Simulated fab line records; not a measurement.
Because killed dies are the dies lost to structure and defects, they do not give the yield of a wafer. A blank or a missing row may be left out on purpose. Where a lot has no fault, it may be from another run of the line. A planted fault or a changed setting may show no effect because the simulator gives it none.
fab line records + flow sky130
record
- lots=14
- wafers=42
- last_day=50
route steps=708 shown VT_ADJUST_LVTN@118 SONOS_ONO@182 LDD_N@252 SPACER@305 PAD_OPEN@708
lots that met no fault: taken from a fault-free run of the same line
start_h: hours from the record's first day to the start of the lot's first wafer shown + wait_h: how many hours have passed since the lot's step before this one + " as in the row above + L1.1+2: a single row standing in for several wafers + - no value present, or no start provided + * or withheld: withheld + < > ~ a bound
route shown NAME@n: NAME is a module with steps in the file, n the number in the route of the first one + usual: mean/standard deviation taken from wafers without a fault + same: alike in all rows + chamber/n: place in a boat + sites: readings site by site + _std_site: standard deviation across them + _edge_site: the outer-site mean with the inner-site mean subtracted + radius_mm: for every site, how far away it sits from the centre of the wafer + mask NAME#n: copy n + behind: the tool/chamber that last shaped the wafer + hold: what put the lot on hold/how long, in hours/how the hold closed + device: transistor that didn't switch, given as n, p or np + end of line: the same wafers' tests at the end of the route + step lacking rows: just its recipe + killed: count of dies lost to structure and defects at first sort (not the wafer's yield) + map: a wafer's dies, marking killed ones x, the rest . and places with no die _
set.NAME: setting as actually run; set.NAME@STEP: the setting as run at that earlier step + model.NAME: the simulator's own value behind a step, which no gauge read
one table for each step of the route and one row for each wafer, over a sample of lots
services: from which hour (start_h, from the record's first day; less than 0 if before it) a tool's chamber was out of use, for how many hours, and why
## steps
# step SKY_VT_ADJUST_LVTN_TW_MEAS_21
# usual
- VT_ADJUST_LVTN_2_TW=188.6/1.9
| lot.wafer | tool          | chamber | start_h | wait_h | VT_ADJUST_LVTN_2_TW |
|-----------|---------------|---------|---------|--------|---------------------|
| L207.1    | film_metro-02 | -       | 157.78  | 0.1    | 185.9               |
| L207.2    | "             | -       | "       | "      | 186.1               |
| L207.6    | "             | -       | "       | "      | 185.0               |
| L208.2    | film_metro-02 | -       | 165.87  | 0.1    | 185.9               |
| L208.3    | "             | -       | "       | "      | 185.6               |
| L208.4    | "             | -       | "       | "      | 186.4               |
| L210.3    | film_metro-04 | -       | 181.35  | 0.1    | 187.8               |
| L210.4    | "             | -       | "       | "      | 187.3               |
| L210.5    | "             | -       | "       | "      | 187.4               |
| L211.3    | film_metro-04 | -       | 185.13  | 0.1    | 187.1               |
| L211.5    | "             | -       | "       | "      | 188.1               |
| L211.6    | "             | -       | "       | "      | 185.8               |
| L212.1    | film_metro-01 | -       | 196.51  | 0.1    | 190.1               |
| L212.4    | "             | -       | "       | "      | 190.4               |
| L212.6    | "             | -       | "       | "      | 189.9               |
| L216.1    | film_metro-01 | -       | 222.10  | 0.1    | 192.3               |
| L216.4    | "             | -       | "       | "      | 191.1               |
| L216.6    | "             | -       | "       | "      | 190.5               |
| L217.1    | film_metro-02 | -       | 229.30  | 0.1    | 188.3               |
| L217.3    | "             | -       | "       | "      | 188.0               |
| L217.4    | "             | -       | "       | "      | 188.6               |
| L219.3    | film_metro-01 | -       | 242.15  | 0.1    | 190.6               |
| L219.4    | "             | -       | "       | "      | 190.9               |
| L219.6    | "             | -       | "       | "      | 190.6               |
| L221.3    | film_metro-02 | -       | 254.90  | 0.1    | 186.8               |
| L221.5    | "             | -       | "       | "      | 187.2               |
| L221.6    | "             | -       | "       | "      | 188.7               |
| L224.1    | film_metro-01 | -       | 275.46  | 0.1    | 190.4               |
| L224.4    | "             | -       | "       | "      | 190.3               |
| L224.5    | "             | -       | "       | "      | 190.6               |
| L226.2    | film_metro-02 | -       | 290.91  | 0.1    | 187.3               |
| L226.3    | "             | -       | "       | "      | 186.5               |
| L226.5    | "             | -       | "       | "      | 187.2               |
| L227.3    | film_metro-01 | -       | 296.10  | 0.1    | 191.3               |
| L227.5    | "             | -       | "       | "      | 191.7               |
| L227.6    | "             | -       | "       | "      | 191.8               |
| L228.1    | film_metro-02 | -       | 306.96  | 0.1    | 185.7               |
| L228.2    | "             | -       | "       | "      | 186.9               |
| L228.6    | "             | -       | "       | "      | 187.9               |
| L230.2    | film_metro-04 | -       | 328.41  | 0.1    | 187.9               |
| L230.3    | "             | -       | "       | "      | 187.6               |
| L230.5    | "             | -       | "       | "      | 186.9               |
# step SKY_SONOS_ONO_OVL_MEAS_14
# usual
- SONOS_ONO_OVL=-0.7/1.2
| lot.wafer | tool       | chamber | start_h | wait_h | SONOS_ONO_OVL[nm] |
|-----------|------------|---------|---------|--------|-------------------|
| L207.1    | overlay-01 | -       | 273.25  | 0.1    | -2.4              |
| L207.2    | "          | -       | "       | "      | 0.5               |
| L207.6    | "          | -       | "       | "      | 0.0               |
| L208.2    | overlay-02 | -       | 290.60  | 0.1    | -0.4              |
| L208.3    | "          | -       | "       | "      | 2.0               |
| L208.4    | "          | -       | "       | "      | -0.2              |
| L210.3    | overlay-01 | -       | 303.07  | 0.1    | 0.0               |
| L210.4    | "          | -       | "       | "      | -0.5              |
| L210.5    | "          | -       | "       | "      | -0.1              |
| L211.3    | overlay-01 | -       | 309.36  | 0.1    | 0.4               |
| L211.5    | "          | -       | "       | "      | 1.5               |
| L211.6    | "          | -       | "       | "      | -0.9              |
| L212.1    | overlay-02 | -       | 322.30  | 0.1    | -0.7              |
| L212.4    | "          | -       | "       | "      | 0.2               |
| L212.6    | "          | -       | "       | "      | -0.5              |
| L216.1    | overlay-02 | -       | 350.59  | 0.1    | 1.3               |
| L216.4    | "          | -       | "       | "      | 0.2               |
| L216.6    | "          | -       | "       | "      | 0.9               |
| L217.1    | overlay-02 | -       | 362.65  | 0.1    | -1.3              |
| L217.3    | "          | -       | "       | "      | 0.0               |
| L217.4    | "          | -       | "       | "      | -2.0              |
| L219.3    | overlay-02 | -       | 376.86  | 0.1    | -2.1              |
| L219.4    | "          | -       | "       | "      | -1.3              |
| L219.6    | "          | -       | "       | "      | 0.0               |
| L221.3    | overlay-02 | -       | 391.56  | 0.1    | 0.5               |
| L221.5    | "          | -       | "       | "      | -0.8              |
| L221.6    | "          | -       | "       | "      | -1.0              |
| L224.1    | overlay-02 | -       | 417.69  | 0.1    | -2.1              |
| L224.4    | "          | -       | "       | "      | -0.8              |
| L224.5    | "          | -       | "       | "      | -0.8              |
| L226.2    | overlay-02 | -       | 434.15  | 0.1    | -3.2              |
| L226.3    | "          | -       | "       | "      | -3.6              |
| L226.5    | "          | -       | "       | "      | -2.1              |
| L227.3    | overlay-01 | -       | 443.12  | 0.1    | 0.7               |
| L227.5    | "          | -       | "       | "      | -1.9              |
| L227.6    | "          | -       | "       | "      | -1.0              |
| L228.1    | overlay-02 | -       | 454.61  | 0.1    | -0.8              |
| L228.2    | "          | -       | "       | "      | 0.5               |
| L228.6    | "          | -       | "       | "      | -0.5              |
| L230.2    | overlay-02 | -       | 477.25  | 0.1    | -2.5              |
| L230.3    | "          | -       | "       | "      | -1.2              |
| L230.5    | "          | -       | "       | "      | 0.1               |
# step SKY_LDD_N_IMPLANT_15
# recipe
- species=BF2
- energy_kev=50
- dose_cm2=5e+12
- tilt_deg=30
- rotation_deg=270
# usual
- beam_on_s=10.03/0.21
- dose_ions_cm2=4.999e+12/5.8e+09
- faraday_current_uA=28.1/0.57
| lot.wafer | tool         | chamber | start_h | wait_h | beam_on_s | dose_ions_cm2 | faraday_current_uA |
|-----------|--------------|---------|---------|--------|-----------|---------------|--------------------|
| L207.1    | implanter-01 | 0       | 396.67  | 0.1    | 9.89      | 5.001e+12     | 28.6               |
| L207.2    | "            | 0       | "       | "      | 10.17     | 5.003e+12     | 27.8               |
| L207.6    | "            | 0       | "       | "      | 10.04     | 5.006e+12     | 28.2               |
| L208.2    | implanter-02 | 0       | 411.10  | 0.1    | 9.99      | 5.002e+12     | 28.1               |
| L208.3    | "            | 0       | "       | "      | 9.95      | 5.008e+12     | 28.4               |
| L208.4    | "            | 0       | "       | "      | 10.00     | 5.001e+12     | 28.2               |
| L210.3    | implanter-02 | 0       | 430.31  | 0.1    | 9.94      | 5.007e+12     | 28.5               |
| L210.4    | "            | 0       | "       | "      | 9.79      | 4.992e+12     | 28.8               |
| L210.5    | "            | 0       | "       | "      | 9.92      | 4.99e+12      | 28.4               |
| L211.3    | implanter-01 | 0       | 438.01  | 0.1    | 9.98      | 5.002e+12     | 28.2               |
| L211.5    | "            | 0       | "       | "      | 9.95      | 4.983e+12     | 28.2               |
| L211.6    | "            | 0       | "       | "      | 9.77      | 4.996e+12     | 28.9               |
| L212.1    | implanter-02 | 0       | 449.06  | 0.1    | 10.17     | 5.006e+12     | 27.8               |
| L212.4    | "            | 0       | "       | "      | 10.26     | 5.009e+12     | 27.5               |
| L212.6    | "            | 0       | "       | "      | 9.92      | 5.008e+12     | 28.4               |
| L216.1    | implanter-03 | 0       | 479.23  | 0.1    | 10.13     | 4.996e+12     | 27.7               |
| L216.4    | "            | 0       | "       | "      | 9.94      | 4.999e+12     | 28.3               |
| L216.6    | "            | 0       | "       | "      | 10.33     | 4.998e+12     | 27.3               |
| L217.1    | implanter-02 | 0       | 495.46  | 0.1    | 10.18     | 5.003e+12     | 27.6               |
| L217.3    | "            | 0       | "       | "      | 10.48     | 5.005e+12     | 26.8               |
| L217.4    | "            | 0       | "       | "      | 9.97      | 5.001e+12     | 28.4               |
| L219.3    | implanter-02 | 0       | 507.03  | 0.1    | 9.56      | 4.989e+12     | 29.3               |
| L219.4    | "            | 0       | "       | "      | 10.10     | 4.996e+12     | 27.8               |
| L219.6    | "            | 0       | "       | "      | 10.13     | 4.996e+12     | 27.8               |
| L221.3    | implanter-02 | 0       | 524.71  | 0.1    | 10.19     | 4.987e+12     | 27.7               |
| L221.5    | "            | 0       | "       | "      | 9.81      | 5.005e+12     | 28.6               |
| L221.6    | "            | 0       | "       | "      | 9.98      | 5.002e+12     | 28.2               |
| L224.1    | implanter-01 | 0       | 549.97  | 0.1    | 9.89      | 5.002e+12     | 28.5               |
| L224.4    | "            | 0       | "       | "      | 9.73      | 4.997e+12     | 29.0               |
| L224.5    | "            | 0       | "       | "      | 9.93      | 5e+12         | 28.4               |
| L226.2    | implanter-01 | 0       | 566.55  | 0.1    | 9.84      | 7.835e+12     | 44.7               |
| L226.3    | "            | 0       | "       | "      | 10.39     | 7.833e+12     | 42.5               |
| L226.5    | "            | 0       | "       | "      | 10.12     | 7.837e+12     | 43.7               |
| L227.3    | implanter-01 | 0       | 576.01  | 0.1    | 10.08     | 7.827e+12     | 43.8               |
| L227.5    | "            | 0       | "       | "      | 10.36     | 7.833e+12     | 42.6               |
| L227.6    | "            | 0       | "       | "      | 10.11     | 7.824e+12     | 43.8               |
| L228.1    | implanter-03 | 0       | 586.88  | 0.1    | 9.96      | 4.996e+12     | 28.3               |
| L228.2    | "            | 0       | "       | "      | 10.17     | 4.999e+12     | 27.7               |
| L228.6    | "            | 0       | "       | "      | 10.17     | 4.998e+12     | 27.8               |
| L230.2    | implanter-02 | 0       | 610.03  | 0.1    | 10.18     | 4.995e+12     | 27.7               |
| L230.3    | "            | 0       | "       | "      | 9.95      | 4.997e+12     | 28.5               |
| L230.5    | "            | 0       | "       | "      | 9.72      | 4.994e+12     | 28.9               |
# step SKY_SPACER_THK_MEAS_01
# recipe
- reads=Si3N4_of_SPACER_CVD_00
# usual
- SPACER_CVD_00_THK=43.1/0.36
| lot.wafer | tool          | chamber | start_h | wait_h | SPACER_CVD_00_THK[nm] |
|-----------|---------------|---------|---------|--------|-----------------------|
| L207.1    | film_metro-03 | -       | 522.39  | 0.0    | 43.4                  |
| L207.2    | "             | -       | "       | "      | 43.5                  |
| L207.6    | "             | -       | "       | "      | 43.3                  |
| L208.2    | film_metro-04 | -       | 535.70  | 0.0    | 42.7                  |
| L208.3    | "             | -       | "       | "      | 42.8                  |
| L208.4    | "             | -       | "       | "      | 43.1                  |
| L210.3    | film_metro-02 | -       | 555.94  | 0.0    | 43.2                  |
| L210.4    | "             | -       | "       | "      | 42.9                  |
| L210.5    | "             | -       | "       | "      | 43.2                  |
| L211.3    | film_metro-02 | -       | 563.70  | 0.0    | 43.5                  |
| L211.5    | "             | -       | "       | "      | 43.1                  |
| L211.6    | "             | -       | "       | "      | 43.7                  |
| L212.1    | film_metro-02 | -       | 575.27  | 0.0    | 42.7                  |
| L212.4    | "             | -       | "       | "      | 43.0                  |
| L212.6    | "             | -       | "       | "      | 42.9                  |
| L216.1    | film_metro-04 | -       | 604.00  | 0.0    | 43.5                  |
| L216.4    | "             | -       | "       | "      | 43.5                  |
| L216.6    | "             | -       | "       | "      | 43.8                  |
| L217.1    | film_metro-03 | -       | 620.22  | 0.0    | 42.8                  |
| L217.3    | "             | -       | "       | "      | 42.5                  |
| L217.4    | "             | -       | "       | "      | 43.0                  |
| L219.3    | film_metro-03 | -       | 631.72  | 0.0    | 43.4                  |
| L219.4    | "             | -       | "       | "      | 43.5                  |
| L219.6    | "             | -       | "       | "      | 43.4                  |
| L221.3    | film_metro-02 | -       | 646.40  | 0.0    | 42.9                  |
| L221.5    | "             | -       | "       | "      | 43.1                  |
| L221.6    | "             | -       | "       | "      | 42.8                  |
| L224.1    | film_metro-02 | -       | 670.94  | 0.0    | 43.5                  |
| L224.4    | "             | -       | "       | "      | 43.0                  |
| L224.5    | "             | -       | "       | "      | 43.5                  |
| L226.2    | film_metro-02 | -       | 687.54  | 0.0    | 43.1                  |
| L226.3    | "             | -       | "       | "      | 43.2                  |
| L226.5    | "             | -       | "       | "      | 43.2                  |
| L227.3    | film_metro-03 | -       | 698.02  | 0.0    | 43.2                  |
| L227.5    | "             | -       | "       | "      | 43.6                  |
| L227.6    | "             | -       | "       | "      | 43.3                  |
| L228.1    | film_metro-02 | -       | 707.83  | 0.0    | 43.4                  |
| L228.2    | "             | -       | "       | "      | 43.7                  |
| L228.6    | "             | -       | "       | "      | 43.1                  |
| L230.2    | film_metro-04 | -       | 727.69  | 0.0    | 42.7                  |
| L230.3    | "             | -       | "       | "      | 42.6                  |
| L230.5    | "             | -       | "       | "      | 42.2                  |
# step SKY_PAD_OPEN_PROBE_99
# usual
- killed_at_M0_to_M3=42/7
- killed_at_M4_up=2.8/1.8
- killed_at_contacts=24/5.8
- killed_at_front_end=15/4.8
- killed_at_other=0.3/0.56
- killed_dies=84/11
- killed_open=46/7.8
- killed_short=38/6.3
# same
- gross_dies=492
- killed_at_back_side=0
| lot.wafer | tool      | chamber | start_h | wait_h | killed_at_M0_to_M3 | killed_at_M4_up | killed_at_contacts | killed_at_front_end | killed_at_other | killed_dies | killed_open | killed_short |
|-----------|-----------|---------|---------|--------|--------------------|-----------------|--------------------|---------------------|-----------------|-------------|-------------|--------------|
| L226.2    | prober-02 | -       | 1182.40 | 0.1    | 45                 | 0               | 26                 | 27                  | 0               | 98          | 61          | 37           |
| L226.3    | prober-02 | -       | 1182.45 | 0.2    | 38                 | 2               | 29                 | 21                  | 0               | 90          | 53          | 37           |
| L226.5    | prober-02 | -       | 1182.55 | 0.2    | 41                 | 1               | 25                 | 20                  | 0               | 87          | 53          | 34           |
# killed by level:class
L226.2 LI_CONTACT:geometric_particle:open=10 POLY_GATE:geometric_particle:open=8 CONTACT:geometric_particle:open=8 POLY_GATE:geometric_particle:short=7 VIA1:geometric_particle:open=7 VIA2:geometric_particle:open=7 FIELD_ISO:geometric_particle:open=6 CONTACT:geometric_particle:short=5
L226.3 CONTACT:geometric_particle:open=13 VIA1:geometric_particle:open=13 CONTACT:geometric_particle:short=7 FIELD_ISO:geometric_particle:short=6 LI_CONTACT:geometric_particle:open=6 VIA3:geometric_particle:open=6 VIA1:geometric_particle:short=5 VIA2:geometric_particle:short=5
L226.5 VIA3:geometric_particle:open=9 CONTACT:geometric_particle:open=8 LI_CONTACT:geometric_particle:open=7 VIA1:geometric_particle:open=7 POLY_GATE:geometric_particle:open=6 VIA2:geometric_particle:open=6 FIELD_ISO:geometric_particle:open=5 FIELD_ISO:geometric_particle:short=5
## services
| tool         | chamber | start_h | hours | kind   |
|--------------|---------|---------|-------|--------|
| implanter-01 | -       | 373.13  | 3.1   | repair |
| implanter-01 | -       | 389.12  | 4.2   | pm     |
| implanter-03 | -       | 456.24  | 1.9   | repair |
| implanter-01 | -       | 512.56  | 4.1   | pm     |
| implanter-02 | -       | 557.66  | 1.1   | repair |
| implanter-02 | -       | 586.81  | 0.7   | repair |
| implanter-02 | -       | 587.04  | 0.7   | repair |
| implanter-03 | -       | 599.65  | 6.3   | pm     |
## key
first_sign
- step=SKY_LDD_N_IMPLANT_15
- reading=dose_ions_cm2
- direction=up
- sigmas=99+
- usual=*
- struck=*
effect
- step=SKY_LDD_N_IMPLANT_15
- reading=faraday_current_uA
- direction=up
- sigmas=27
- usual=28.1
- struck=43.5
met_at SKY_LDD_N_IMPLANT_15
struck_lots L226,L227
tester_left_out L226,L227
not_acting_at SKY_VT_ADJUST_LVTN_TW_MEAS_21,SKY_SONOS_ONO_OVL_MEAS_14,SKY_SPACER_THK_MEAS_01
onset_between 549.97 566.55
fault
- kind=process_parameter_drift
- tool=implanter-01
- chamber=-
- onset_h=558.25
- steps=SKY_LDD_N_IMPLANT_15
- channel=dose_cm2
- offset=*
- shape=step
- end_h=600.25
- acts_in=*
- stated=*
# tester_left_out: of these lots the tester's yield and bins aren't shown, on N5 and GAA mostly nor the transistor test; their killed dies are dies lost to structure and defects alone, not to doping, threshold or leakage, so they don't give the yield
